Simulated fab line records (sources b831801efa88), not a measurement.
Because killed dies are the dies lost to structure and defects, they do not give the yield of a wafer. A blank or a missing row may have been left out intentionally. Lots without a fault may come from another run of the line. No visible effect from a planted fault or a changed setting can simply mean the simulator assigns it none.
fab line records -- flow sky130
record lots=14, wafers=42, last-day=50
route steps=708 shown FIELD_ISO@24 PWDE@54 NWELL@78 VT_ADJUST_HVTP@95
lots that met no fault: taken from a fault-free run of the same line
start-h: the number of hours between the record's first day and the start of the first shown wafer of the lot -- wait-h: time in hours since the lot's previous step -- " as in the row above -- L1.1+2: a single row standing in for several wafers -- - no value, or no start was given -- * or withheld: withheld -- < > ~ a bound
route shown NAME@n: names a module that has steps shown in the file, with the first one's number in the route -- usual: mean and standard deviation over wafers with no fault -- same: alike in all rows -- chamber/n: place in a boat -- sites: the reading at each site -- _std_site: standard deviation of those values -- _edge_site: outer sites' mean less inner sites' -- radius-mm: for every site, how far away it sits from the centre of the wafer -- mask NAME#n: copy n -- behind: the tool/chamber that last shaped the wafer -- hold: why the lot went on hold/how many hours it stayed there/how the hold came to an end -- device: which transistor (n, p or np) failed to switch -- end of line: the same wafers' tests at the end of the route -- a step given without rows: its recipe and nothing more -- killed: dies that structure and defects cost at the first sort, which is not the same as the wafer's yield -- map: shows each die of a wafer: x if killed, . if not, _ if none is there
set.NAME: the setting as run; set.NAME@STEP: as run at that earlier step -- model.NAME: the simulator's own value behind a step, which no gauge read
the route's steps for a sample of lots (tables are steps, rows are wafers)
services: from which hour (start-h, from the record's first day; less than 0 if before it) a tool's chamber was out of use, for how many hours, and why
## steps
# step SKY_FIELD_ISO_THK_MEAS_23
# recipe reads=SiO2_of_FIELD_ISO_OXIDATION_22
# usual FIELD_ISO_OXIDATION_01_THK=9.97/0.16
lot.wafer,tool,chamber,start-h,wait-h,FIELD_ISO_OXIDATION_01_THK[nm]
L305.4,film-metro-02,-,36.17,0.0,9.89
L305.5,film-metro-02,-,36.17,0.0,9.99
L305.6,film-metro-02,-,36.17,0.0,9.97
L306.3,film-metro-01,-,42.88,0.0,10.04
L306.5,film-metro-01,-,42.88,0.0,10.15
L306.6,film-metro-01,-,42.88,0.0,10.10
L307.1,film-metro-02,-,47.07,0.0,9.89
L307.5,film-metro-02,-,47.07,0.0,10.08
L307.6,film-metro-02,-,47.07,0.0,10.01
L308.2,film-metro-01,-,52.81,0.0,9.98
L308.3,film-metro-01,-,52.81,0.0,10.09
L308.5,film-metro-01,-,52.81,0.0,9.94
L309.1,film-metro-01,-,59.76,0.0,10.18
L309.2,film-metro-01,-,59.76,0.0,9.74
L309.6,film-metro-01,-,59.76,0.0,9.98
L310.1,film-metro-01,-,63.87,0.0,9.87
L310.3,film-metro-01,-,63.87,0.0,9.84
L310.4,film-metro-01,-,63.87,0.0,9.96
L311.1,film-metro-01,-,68.47,0.0,10.05
L311.3,film-metro-01,-,68.47,0.0,9.94
L311.4,film-metro-01,-,68.47,0.0,9.92
L319.1,film-metro-04,-,109.80,0.0,10.06
L319.2,film-metro-04,-,109.80,0.0,10.02
L319.4,film-metro-04,-,109.80,0.0,10.13
L320.2,film-metro-01,-,115.48,0.0,9.71
L320.3,film-metro-01,-,115.48,0.0,9.67
L320.6,film-metro-01,-,115.48,0.0,9.75
L321.1,film-metro-01,-,123.76,0.0,9.86
L321.4,film-metro-01,-,123.76,0.0,10.02
L321.5,film-metro-01,-,123.76,0.0,10.11
L322.3,film-metro-04,-,124.95,0.0,9.88
L322.4,film-metro-04,-,124.95,0.0,9.80
L322.5,film-metro-04,-,124.95,0.0,9.89
L323.1,film-metro-01,-,130.45,0.0,9.89
L323.2,film-metro-01,-,130.45,0.0,9.99
L323.5,film-metro-01,-,130.45,0.0,10.00
L325.1,film-metro-01,-,140.66,0.0,9.77
L325.3,film-metro-01,-,140.66,0.0,9.84
L325.4,film-metro-01,-,140.66,0.0,9.90
L327.2,film-metro-04,-,153.04,0.0,9.67
L327.4,film-metro-04,-,153.04,0.0,9.64
L327.6,film-metro-04,-,153.04,0.0,9.63
# step SKY_PWDE_STRIP_09
# recipe chemistry=O2/N2, power-w=1400, pressure-mtorr=1500, platen-temp-c=withheld, o2-flow-sccm=3000, n2-flow-sccm=300, overash-fraction=0.5
# usual chamber-pressure-mTorr=1500.0/1.5, drypump-motor-current-A=5.8/0.56, oes-product-au=0.722/0.0046, strip-time-to-endpoint-s=36.92/0.1
lot.wafer,tool,chamber,start-h,wait-h,chamber-pressure-mTorr,drypump-motor-current-A,oes-product-au,rf-hours-counter-h,strip-time-to-endpoint-s
L305.4,plasma-asher-02,0,74.51,0.1,1501.1,5.6,0.726,-,36.91
L305.5,plasma-asher-02,1,74.51,0.1,1499.8,5.8,0.722,-,37.07
L305.6,plasma-asher-02,0,74.51,0.1,1499.2,5.6,0.727,-,37.02
L306.3,plasma-asher-04,1,83.50,0.1,1500.2,6.2,0.720,-,36.84
L306.5,plasma-asher-04,1,83.50,0.1,1499.3,6.2,0.725,-,36.80
L306.6,plasma-asher-04,0,83.50,0.1,1497.8,6.5,0.725,-,36.88
L307.1,plasma-asher-02,0,85.02,0.1,1500.5,5.6,0.723,28,36.82
L307.5,plasma-asher-02,1,85.02,0.1,1498.6,5.8,0.730,-,36.89
L307.6,plasma-asher-02,0,85.02,0.1,1501.4,5.6,0.732,-,36.95
L308.2,plasma-asher-01,0,92.17,0.1,1502.0,4.8,0.719,42,36.89
L308.3,plasma-asher-01,0,92.17,0.1,1496.3,4.8,0.723,-,36.90
L308.5,plasma-asher-01,1,92.17,0.1,1500.1,6.3,0.724,-,36.84
L309.1,plasma-asher-01,1,96.77,0.1,1501.2,6.3,0.726,42,36.97
L309.2,plasma-asher-01,0,96.77,0.1,1498.8,4.8,0.721,42,36.82
L309.6,plasma-asher-01,0,96.77,0.1,1501.2,4.8,0.727,-,37.07
L310.1,plasma-asher-04,1,101.87,0.1,1497.2,6.2,0.726,39,37.07
L310.3,plasma-asher-04,1,101.87,0.1,1498.8,6.2,0.717,-,37.09
L310.4,plasma-asher-04,0,101.87,0.1,1502.2,6.5,0.718,-,37.07
L311.1,plasma-asher-01,0,108.82,0.1,1501.0,4.8,0.723,44,37.01
L311.3,plasma-asher-01,1,108.82,0.1,1497.7,6.2,0.721,-,36.96
L311.4,plasma-asher-01,0,108.82,0.1,1498.9,4.8,0.721,-,36.87
L319.1,plasma-asher-02,0,151.70,0.1,1497.4,5.6,0.717,34,36.65
L319.2,plasma-asher-02,1,151.70,0.1,1498.2,5.8,0.716,34,36.73
L319.4,plasma-asher-02,0,151.70,0.1,1498.7,5.6,0.720,-,36.79
L320.2,plasma-asher-01,1,158.47,0.1,1498.9,6.2,0.723,49,37.03
L320.3,plasma-asher-01,1,158.47,0.1,1500.1,6.2,0.722,-,36.90
L320.6,plasma-asher-01,0,158.47,0.1,1497.9,4.8,0.724,-,36.95
L321.1,plasma-asher-04,0,170.82,0.1,1501.6,6.4,0.722,46,36.88
L321.4,plasma-asher-04,0,170.82,0.1,1502.5,6.5,0.721,-,36.97
L321.5,plasma-asher-04,0,170.82,0.1,1498.9,6.5,0.726,-,36.93
L322.3,plasma-asher-02,0,172.06,0.1,1500.0,5.6,0.722,-,36.90
L322.4,plasma-asher-02,1,172.06,0.1,1499.4,5.8,0.713,-,36.89
L322.5,plasma-asher-02,0,172.06,0.1,1498.6,5.6,0.726,-,36.83
L323.1,plasma-asher-04,1,175.07,0.1,1498.0,6.2,0.721,46,36.94
L323.2,plasma-asher-04,0,175.07,0.1,1501.1,6.5,0.724,46,37.00
L323.5,plasma-asher-04,1,175.07,0.1,1497.5,6.2,0.715,-,37.02
L325.1,plasma-asher-04,0,187.42,0.1,1500.9,6.5,0.726,47,36.93
L325.3,plasma-asher-04,0,187.42,0.1,1500.6,6.5,0.714,-,37.01
L325.4,plasma-asher-04,1,187.42,0.1,1499.5,6.2,0.723,-,36.93
L327.2,plasma-asher-01,1,200.77,0.1,1499.8,6.2,0.728,53,37.19
L327.4,plasma-asher-01,1,200.77,0.1,1501.8,6.2,0.731,-,37.10
L327.6,plasma-asher-01,0,200.77,0.1,1501.5,4.8,0.733,-,37.02
# step SKY_NWELL_STRIP_25
# recipe chemistry=O2/N2, power-w=1400, pressure-mtorr=1500, platen-temp-c=withheld, o2-flow-sccm=3000, n2-flow-sccm=300, overash-fraction=0.5
# usual chamber-pressure-mTorr=1499.9/2, drypump-motor-current-A=5.8/0.57, oes-product-au=0.723/0.0047, strip-time-to-endpoint-s=36.94/0.11
lot.wafer,tool,chamber,start-h,wait-h,chamber-pressure-mTorr,drypump-motor-current-A,oes-product-au,rf-hours-counter-h,strip-time-to-endpoint-s
L305.4,plasma-asher-04,0,108.82,0.1,1500.4,6.4,0.719,-,36.71
L305.5,plasma-asher-04,1,108.82,0.1,1498.2,6.2,0.722,-,36.64
L305.6,plasma-asher-04,0,108.82,0.1,1500.3,6.4,0.721,-,36.68
L306.3,plasma-asher-01,0,119.28,0.1,1501.0,4.8,0.718,-,36.79
L306.5,plasma-asher-01,1,119.28,0.1,1502.0,6.2,0.722,-,36.82
L306.6,plasma-asher-01,0,119.28,0.1,1498.1,4.8,0.719,-,36.86
L307.1,plasma-asher-04,1,120.79,0.1,1499.7,6.2,0.716,41,36.90
L307.5,plasma-asher-04,1,120.79,0.1,1499.3,6.2,0.725,-,36.77
L307.6,plasma-asher-04,0,120.79,0.1,1498.1,6.4,0.719,-,36.89
L308.2,plasma-asher-01,0,128.84,0.1,1499.4,4.8,0.724,45,37.07
L308.3,plasma-asher-01,0,128.84,0.1,1500.5,4.8,0.718,-,37.06
L308.5,plasma-asher-01,1,128.84,0.1,1499.1,6.2,0.725,-,36.98
L309.1,plasma-asher-01,1,133.55,0.1,-,-,-,-,-
L309.2,plasma-asher-01,0,133.55,0.1,-,-,-,-,-
L309.6,plasma-asher-01,1,133.55,0.1,-,-,-,-,-
L310.1,plasma-asher-03,1,139.00,0.1,-,-,-,-,-
L310.3,plasma-asher-03,1,139.00,0.1,-,-,-,-,-
L310.4,plasma-asher-03,0,139.00,0.1,-,-,-,-,-
L311.1,plasma-asher-01,1,147.05,0.1,1499.3,6.2,0.722,47,36.89
L311.3,plasma-asher-01,1,147.05,0.1,1501.2,6.2,0.728,-,36.92
L311.4,plasma-asher-01,0,147.05,0.1,1498.0,4.8,0.717,-,36.87
L319.1,plasma-asher-03,1,194.02,0.1,1500.4,5.4,0.726,8,36.89
L319.2,plasma-asher-03,0,194.02,0.1,1498.2,5.7,0.718,8,36.90
L319.4,plasma-asher-03,1,194.02,0.1,1499.3,5.5,0.724,-,36.89
L320.2,plasma-asher-04,1,200.97,0.1,1504.7,6.2,0.723,49,36.89
L320.3,plasma-asher-04,1,200.97,0.1,1502.4,6.2,0.720,-,36.80
L320.6,plasma-asher-04,1,200.97,0.1,1499.8,6.2,0.718,-,36.95
L321.1,plasma-asher-03,1,213.95,0.1,1499.5,5.5,0.727,9,37.00
L321.4,plasma-asher-03,1,213.95,0.1,1500.7,5.4,0.713,-,36.99
L321.5,plasma-asher-03,1,213.95,0.1,1500.4,5.5,0.714,-,37.17
L322.3,plasma-asher-01,1,214.31,0.1,1499.8,6.2,0.720,-,37.02
L322.4,plasma-asher-01,0,214.31,0.1,1498.5,4.8,0.722,-,36.97
L322.5,plasma-asher-01,0,214.31,0.1,1500.1,4.8,0.726,-,36.98
L323.1,plasma-asher-03,0,217.89,0.1,1498.3,5.8,0.717,10,36.94
L323.2,plasma-asher-03,1,217.89,0.1,1502.6,5.5,0.725,10,36.87
L323.5,plasma-asher-03,1,217.89,0.1,1499.2,5.5,0.719,-,36.93
L325.1,plasma-asher-04,0,230.39,0.1,1497.5,6.5,0.732,52,36.99
L325.3,plasma-asher-04,0,230.39,0.1,1498.7,6.5,0.721,-,37.15
L325.4,plasma-asher-04,1,230.39,0.1,1517.0,6.2,0.725,-,37.06
L327.2,plasma-asher-03,1,244.77,0.1,1500.5,5.5,0.728,13,36.92
L327.4,plasma-asher-03,0,244.77,0.1,1499.5,5.8,0.723,-,36.98
L327.6,plasma-asher-03,0,244.77,0.1,1499.8,5.8,0.724,-,36.94
# step SKY_NWELL_RS_MEAS_31
# recipe thk-meas-gauge=four-point-probe
# usual PWDE_RS=5273/16
lot.wafer,tool,chamber,start-h,wait-h,PWDE_RS[ohm/sq]
L305.4,film-metro-01,-,109.40,0.1,5241
L305.5,film-metro-01,-,109.40,0.1,5247
L305.6,film-metro-01,-,109.40,0.1,5266
L306.3,film-metro-03,-,119.89,0.1,5235
L306.5,film-metro-03,-,119.89,0.1,5263
L306.6,film-metro-03,-,119.89,0.1,5249
L307.1,film-metro-03,-,121.34,0.1,5277
L307.5,film-metro-03,-,121.34,0.1,5270
L307.6,film-metro-03,-,121.34,0.1,5273
L308.2,film-metro-02,-,129.41,0.1,5289
L308.3,film-metro-02,-,129.41,0.1,5264
L308.5,film-metro-02,-,129.41,0.1,5263
L309.1,film-metro-03,-,134.10,0.1,5280
L309.2,film-metro-03,-,134.10,0.1,5311
L309.6,film-metro-03,-,134.10,0.1,5280
L310.1,film-metro-02,-,139.55,0.1,5253
L310.3,film-metro-02,-,139.55,0.1,5263
L310.4,film-metro-02,-,139.55,0.1,5248
L311.1,film-metro-03,-,147.60,0.1,5258
L311.3,film-metro-03,-,147.60,0.1,5265
L311.4,film-metro-03,-,147.60,0.1,5280
L319.1,film-metro-03,-,194.58,0.1,5276
L319.2,film-metro-03,-,194.58,0.1,5267
L319.4,film-metro-03,-,194.58,0.1,5295
L320.2,film-metro-02,-,201.54,0.1,5269
L320.3,film-metro-02,-,201.54,0.1,5291
L320.6,film-metro-02,-,201.54,0.1,5293
L321.1,film-metro-01,-,214.50,0.1,5284
L321.4,film-metro-01,-,214.50,0.1,5274
L321.5,film-metro-01,-,214.50,0.1,5272
L322.3,film-metro-02,-,214.86,0.1,5293
L322.4,film-metro-02,-,214.86,0.1,5293
L322.5,film-metro-02,-,214.86,0.1,5274
L323.1,film-metro-03,-,218.49,0.1,5251
L323.2,film-metro-03,-,218.49,0.1,5241
L323.5,film-metro-03,-,218.49,0.1,5249
L325.1,film-metro-02,-,230.94,0.1,5299
L325.3,film-metro-02,-,230.94,0.1,5294
L325.4,film-metro-02,-,230.94,0.1,5281
L327.2,film-metro-02,-,245.35,0.1,5290
L327.4,film-metro-02,-,245.35,0.1,5277
L327.6,film-metro-02,-,245.35,0.1,5272
# step SKY_VT_ADJUST_HVTP_STRIP_10
# recipe chemistry=O2/N2, power-w=1400, pressure-mtorr=1500, platen-temp-c=withheld, o2-flow-sccm=3000, n2-flow-sccm=300, overash-fraction=0.5
# usual chamber-pressure-mTorr=1500.1/1.4, drypump-motor-current-A=5.6/0.32, oes-product-au=0.715/0.0047, strip-time-to-endpoint-s=14.16/0.042
lot.wafer,tool,chamber,start-h,wait-h,chamber-pressure-mTorr,drypump-motor-current-A,oes-product-au,rf-hours-counter-h,strip-time-to-endpoint-s
L305.4,plasma-asher-03,1,128.45,0.1,1499.1,5.4,0.709,-,14.17
L305.5,plasma-asher-03,0,128.45,0.1,1496.9,5.7,0.720,-,14.17
L305.6,plasma-asher-03,1,128.45,0.1,1500.7,5.5,0.714,-,14.18
L306.3,plasma-asher-02,1,138.12,0.1,1502.5,5.8,0.717,-,14.14
L306.5,plasma-asher-02,1,138.12,0.1,1500.8,5.8,0.717,-,14.19
L306.6,plasma-asher-02,0,138.12,0.1,1500.1,5.6,0.717,-,14.14
L307.1,plasma-asher-02,0,140.62,0.1,1500.2,5.6,0.717,33,14.17
L307.5,plasma-asher-02,0,140.62,0.1,1499.5,5.6,0.699,-,14.15
L307.6,plasma-asher-02,1,140.62,0.1,1498.0,5.8,0.709,-,14.18
L308.2,plasma-asher-02,1,149.26,0.1,1501.4,5.8,0.718,34,14.21
L308.3,plasma-asher-02,0,149.26,0.1,1500.9,5.6,0.718,-,14.16
L308.5,plasma-asher-02,1,149.26,0.1,1501.0,5.8,0.716,-,14.26
L309.1,plasma-asher-01,1,153.42,0.1,1502.3,6.2,0.723,48,58.62
L309.2,plasma-asher-01,0,153.42,0.1,1499.9,4.8,0.721,48,58.68
L309.6,plasma-asher-01,0,153.42,0.1,1499.8,4.8,0.729,-,58.64
L310.1,plasma-asher-02,1,158.62,0.1,1501.9,5.8,0.733,35,58.44
L310.3,plasma-asher-02,0,158.62,0.1,1500.5,5.6,0.737,-,58.45
L310.4,plasma-asher-02,1,158.62,0.1,1501.2,5.8,0.727,-,58.57
L311.1,plasma-asher-03,0,167.61,0.1,1499.7,5.8,0.719,5,14.13
L311.3,plasma-asher-03,1,167.61,0.1,1500.2,5.5,0.715,-,14.16
L311.4,plasma-asher-03,0,167.61,0.1,1500.2,5.8,0.717,-,14.15
L319.1,plasma-asher-03,1,216.26,0.1,1497.6,5.5,0.722,10,14.12
L319.2,plasma-asher-03,0,216.26,0.1,1499.6,5.8,0.719,10,14.09
L319.4,plasma-asher-03,1,216.26,0.1,1499.4,5.5,0.719,-,14.08
L320.2,plasma-asher-03,1,222.57,0.1,1499.8,5.5,0.717,10,14.16
L320.3,plasma-asher-03,0,222.57,0.1,1498.3,5.7,0.716,-,14.20
L320.6,plasma-asher-03,1,222.57,0.1,1501.6,5.5,0.709,-,14.16
L321.1,plasma-asher-01,1,236.27,0.1,1502.0,6.3,0.718,56,14.26
L321.4,plasma-asher-01,0,236.27,0.1,1499.2,4.8,0.720,-,14.16
L321.5,plasma-asher-01,0,236.27,0.1,1501.2,4.8,0.715,-,14.22
L322.3,plasma-asher-02,1,236.47,0.1,1501.9,5.8,0.713,-,14.13
L322.4,plasma-asher-02,0,236.47,0.1,1499.8,5.6,0.723,-,14.14
L322.5,plasma-asher-02,1,236.47,0.1,1499.0,5.8,0.706,-,14.17
L323.1,plasma-asher-03,0,240.37,0.1,1500.5,5.8,0.714,12,14.14
L323.2,plasma-asher-03,1,240.37,0.1,1502.1,5.5,0.709,12,14.19
L323.5,plasma-asher-03,0,240.37,0.1,1498.7,5.8,0.711,-,14.17
L325.1,plasma-asher-02,0,254.12,0.1,1498.2,5.6,0.709,44,14.15
L325.3,plasma-asher-02,1,254.12,0.1,1499.8,5.8,0.711,-,14.12
L325.4,plasma-asher-02,0,254.12,0.1,1500.8,5.6,0.721,-,14.12
L327.2,plasma-asher-02,1,269.41,0.1,1500.7,5.8,0.711,45,14.13
L327.4,plasma-asher-02,1,269.41,0.1,1500.8,5.8,0.709,-,14.12
L327.6,plasma-asher-02,0,269.41,0.1,1499.7,5.6,0.711,-,14.12
# step SKY_VT_ADJUST_HVTP_TW_MEAS_11
# usual VT_ADJUST_HVTP_TW=1345/11
lot.wafer,tool,chamber,start-h,wait-h,VT_ADJUST_HVTP_TW
L305.4,film-metro-03,-,128.55,0.1,1329
L305.5,film-metro-03,-,128.55,0.1,1329
L305.6,film-metro-03,-,128.55,0.1,1331
L306.3,film-metro-02,-,138.21,0.1,1345
L306.5,film-metro-02,-,138.21,0.1,1342
L306.6,film-metro-02,-,138.21,0.1,1348
L307.1,film-metro-04,-,140.72,0.1,1360
L307.5,film-metro-04,-,140.72,0.1,1360
L307.6,film-metro-04,-,140.72,0.1,1349
L308.2,film-metro-02,-,149.37,0.1,1354
L308.3,film-metro-02,-,149.37,0.1,1342
L308.5,film-metro-02,-,149.37,0.1,1347
L309.1,film-metro-04,-,153.52,0.1,30
L309.2,film-metro-04,-,153.52,0.1,30
L309.6,film-metro-04,-,153.52,0.1,30
L310.1,film-metro-02,-,158.72,0.1,30
L310.3,film-metro-02,-,158.72,0.1,30
L310.4,film-metro-02,-,158.72,0.1,30
L311.1,film-metro-03,-,167.71,0.1,1331
L311.3,film-metro-03,-,167.71,0.1,1328
L311.4,film-metro-03,-,167.71,0.1,1340
L319.1,film-metro-04,-,216.36,0.1,1359
L319.2,film-metro-04,-,216.36,0.1,1365
L319.4,film-metro-04,-,216.36,0.1,1357
L320.2,film-metro-02,-,222.68,0.1,1341
L320.3,film-metro-02,-,222.68,0.1,1343
L320.6,film-metro-02,-,222.68,0.1,1340
L321.1,film-metro-04,-,236.37,0.1,1354
L321.4,film-metro-04,-,236.37,0.1,1364
L321.5,film-metro-04,-,236.37,0.1,1362
L322.3,film-metro-03,-,236.56,0.1,1323
L322.4,film-metro-03,-,236.56,0.1,1323
L322.5,film-metro-03,-,236.56,0.1,1320
L323.1,film-metro-04,-,240.47,0.1,1359
L323.2,film-metro-04,-,240.47,0.1,1351
L323.5,film-metro-04,-,240.47,0.1,1356
L325.1,film-metro-04,-,254.22,0.1,1350
L325.3,film-metro-04,-,254.22,0.1,1350
L325.4,film-metro-04,-,254.22,0.1,1343
L327.2,film-metro-04,-,269.52,0.1,1347
L327.4,film-metro-04,-,269.52,0.1,1352
L327.6,film-metro-04,-,269.52,0.1,1351
## services
tool,chamber,start-h,hours,kind
plasma-asher-03,-,108.75,9.0,pm
plasma-asher-03,0,108.75,9.0,vent-cycle
plasma-asher-03,1,108.75,9.0,vent-cycle
plasma-asher-03,0,117.75,-,clean
plasma-asher-03,1,117.75,-,clean
## key
first-sign step=SKY_NWELL_STRIP_25, reading=tool-record, direction=missing
effect step=SKY_VT_ADJUST_HVTP_STRIP_10, reading=strip-time-to-endpoint-s, direction=up, sigmas=99+, usual=*, struck=*
effect step=SKY_VT_ADJUST_HVTP_TW_MEAS_11, reading=VT_ADJUST_HVTP_TW, direction=down, sigmas=99+, usual=1345, struck=30
met-at SKY_NWELL_STRIP_25
struck-lots L309,L310
sort-left-out L309.1,L309.2,L309.6,L310.1,L310.3,L310.4
tester-left-out L309,L310
not-acting-at SKY_FIELD_ISO_THK_MEAS_23,SKY_PWDE_STRIP_09,SKY_NWELL_RS_MEAS_31
onset-between 128.84 133.55
fault kind=skipped-step-whole, tool=plasma-asher-01,plasma-asher-03, chamber=-, onset-h=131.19, steps=SKY_NWELL_STRIP_25, scope=struck-lots-only
# tester-left-out: of these lots the tester's yield and bins aren't shown, on N5 and GAA mostly nor the transistor test; their killed dies are dies lost to structure and defects alone, not to doping, threshold or leakage, so they don't give the yield
# sort-left-out: the simulated sort isn't trusted on such a fault, so these wafers' sort isn't shown, and their yield isn't known
